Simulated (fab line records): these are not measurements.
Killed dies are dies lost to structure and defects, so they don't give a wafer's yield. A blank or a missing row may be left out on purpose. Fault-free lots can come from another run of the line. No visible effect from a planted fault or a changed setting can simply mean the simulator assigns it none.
Which tool is to blame? || flow gf180mcu || route of 602 steps, sampled at 1 step: 14 lots, 42 wafers

WHAT THE GAUGES SHOWED, per wafer
GF_STI_THK_MEAS_24.
{"lot": "L904", "measured": "day 2 03:25", "on": "film-metro-02", "STI_CVD_23_THK (nm)": "653 662 654"}
{"lot": "L905", "measured": "day 2 08:10", "on": "film-metro-03", "STI_CVD_23_THK (nm)": "655 654 653"}
{"lot": "L907", "measured": "day 2 19:25", "on": "film-metro-02", "STI_CVD_23_THK (nm)": "637 649 637"}
{"lot": "L908", "measured": "day 3 00:01", "on": "film-metro-01", "STI_CVD_23_THK (nm)": "638 643 644"}
{"lot": "L913", "measured": "day 4 01:36", "on": "film-metro-01", "STI_CVD_23_THK (nm)": "648 654 656"}
{"lot": "L914", "measured": "day 4 07:26", "on": "film-metro-03", "STI_CVD_23_THK (nm)": "646 644 645"}
{"lot": "L915", "measured": "day 4 12:14", "on": "film-metro-03", "STI_CVD_23_THK (nm)": "647 652 647"}
{"lot": "L917", "measured": "day 4 23:09", "on": "film-metro-01", "STI_CVD_23_THK (nm)": "651 643 656"}
{"lot": "L918", "measured": "day 5 11:47", "on": "film-metro-03", "STI_CVD_23_THK (nm)": "645 651 644"}
{"lot": "L919", "measured": "day 5 14:13", "on": "film-metro-02", "STI_CVD_23_THK (nm)": "654 646 651"}
{"lot": "L920", "measured": "day 5 16:50", "on": "film-metro-02", "STI_CVD_23_THK (nm)": "652 648 652"}
{"lot": "L921", "measured": "day 5 16:51", "on": "film-metro-01", "STI_CVD_23_THK (nm)": "654 645 640"}
{"lot": "L924", "measured": "day 6 12:47", "on": "film-metro-02", "STI_CVD_23_THK (nm)": "645 645 646"}
{"lot": "L925", "measured": "day 6 16:45", "on": "film-metro-02", "STI_CVD_23_THK (nm)": "651 661 657"}

TOOL THAT RAN EACH LOT (tool first, then ch and the chambers of the sampled wafers, then the start)
Before these readings, the record contains no process step.

AS READ BY THE TOOLS THEMSELVES (means over the sampled wafers that have a number; for cases with no such wafer, the mark the record gives instead)
The record holds no such reading with a usual standard deviation.

THE ANSWER, worked out from the rows above alone
Rule: the lots themselves supply what counts as usual. Put in order of their means at a reading, lots are off if they are a third of the lots or fewer, leave a main group of 4 or more, and stand apart from it by a gap of 3 or more times the standard deviation of the main group's means; of several such gaps the widest counts. Not used: any main group whose means are identical at the precision the tables above print for the reading. Also off: a lot with no number at a reading for which 4 or more lots have one. All remaining lots with rows at the step are treated as sound. Order of review: gauges by route order, followed by the tools' own readings, for which a lot's mean as printed above is used. At the first step where some lot is off, the reading lying furthest off is the one used; lots without a number count as furthest.
No lot is off at any reading shown: from this, nothing can be told.

WHAT HAD BEEN PUT IN BY THE SIMULATOR
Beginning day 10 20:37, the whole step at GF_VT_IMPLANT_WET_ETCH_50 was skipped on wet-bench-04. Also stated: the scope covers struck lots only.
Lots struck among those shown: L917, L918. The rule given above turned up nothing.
